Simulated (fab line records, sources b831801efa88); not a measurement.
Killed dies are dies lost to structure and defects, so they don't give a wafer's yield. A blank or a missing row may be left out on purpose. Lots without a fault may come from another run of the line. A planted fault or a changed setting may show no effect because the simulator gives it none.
Problem report in the 8D (eight disciplines) form, filled by code | flow gf180mcu | the parts of the form that need people (team, actions taken, sign-off) are left out

1. THE PROBLEM
oes_product_au at GF_V3_ETCH_17 reads a mean of 0.896 a.u. on 1 wafer of 1 lot; wafers without a fault read 0.855 a.u. with a standard deviation of 0.0046. That is +8.9 standard deviations from the usual mean.
The step: etches SiO2 in C4F8/O2/Ar, stops on TiN, target depth 635 nm.
The step gives no start for some of these wafers. The record holds 35 wafers of 12 lots with a number at this step. Rule for "out", or "out of limits": more than 4 standard deviations from the usual mean. The other wafers with a number count as sound.

2. WHAT IT IS AND WHAT IT IS NOT
question                    | is             | is not
which readings at this step | oes_product_au | -
which lots                  | L265           | L259, L260, L261, L262, L263, L264, L276, L278, L280, L281, L282
which wafers of those lots  | L265.5         | L265.3
read on which tools         | rie_diel-01    | rie_diel-02, rie_diel-04

3. SUSPECTS, AND WHAT RULES EACH OUT
Counting: a tool at a process step up to the reading stays a suspect if it ran every lot that is out. Sound lots after the first of them don't rule it out here, since some wafers of a struck lot are sound.
- cmp-01 at GF_V2_CMP_26 (polishes, stops on SiO2, t overpolish 15 s, target thk 0 nm): kept. It ran the lot that is out, L265 (day 22 23:30); its last sound lot up to then is L261 (day 21 09:08).
- pvd_sputter-02 at GF_M3_SPUTTER_00 (material Ti, target thk 37.5 nm, time 150 s): kept. It ran the lot that is out, L265 (day 22 23:48); its last sound lot up to then is L264 (day 21 23:51).
- cmp-02 at GF_V3_CMP_04 (polishes SiO2): kept. It ran the lot that is out, L265 (day 23 23:43); its last sound lot up to then is L264 (day 23 00:43).
- rie_diel-01 at GF_V3_ETCH_17 (etches SiO2 in C4F8/O2/Ar, stops on TiN, target depth 635 nm): kept. It ran the lot that is out, L265 (day 24 22:11); its last sound lot up to then is L260 (day 22 16:49). Its own readings are out on those wafers: oes_product_au. GF_V3_ETCH_17 gives no start for some lots, so the hours and the order of its lots are those of GF_V3_STRIP_18.
- Within cmp-01 at GF_V2_CMP_26: the wafers that are out ran in chamber 3; their sound lot-mates ran in chamber 2.
- Within cmp-02 at GF_V3_CMP_04: the wafers that are out ran in chamber 0; their sound lot-mates ran in chamber 2.
- Within rie_diel-01 at GF_V3_ETCH_17: the wafers that are out ran in chamber 2; their sound lot-mates ran in chamber 0.
Left after counting: cmp-01 at GF_V2_CMP_26, pvd_sputter-02 at GF_M3_SPUTTER_00, cmp-02 at GF_V3_CMP_04, rie_diel-01 at GF_V3_ETCH_17.

4. THE CAUSE (what the simulator had put in)
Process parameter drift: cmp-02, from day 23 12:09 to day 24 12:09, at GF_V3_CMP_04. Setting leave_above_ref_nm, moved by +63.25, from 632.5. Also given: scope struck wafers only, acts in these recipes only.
Counting left 4 suspects, and this tool is among them.

5. THE CHAIN OF EFFECTS, in route order
Each row: a reading whose mean over the struck wafers that have a number lies more than 3 standard deviations from the usual. Only readings for which the record gives a usual standard deviation are gone through. hours: the time from each lot's start at the first step in this table that gives one to its start at this step, as a median over the lots. sigmas: the change in usual standard deviations.
hours | step          | reading        | usual      | on struck wafers | change | sigmas
-     | GF_V3_ETCH_17 | oes_product_au | 0.855 a.u. | 0.896            | +0.041 | +8.9
The process steps in it:
- GF_V3_ETCH_17: etches SiO2 in C4F8/O2/Ar, stops on TiN, target depth 635 nm.

6. WHAT WOULD HAVE CAUGHT IT SOONER
Of the tool readings at GF_V3_CMP_04 for which the record gives a usual standard deviation, none was out on any struck wafer, so an alarm limit of 4 standard deviations on them would not have fired.
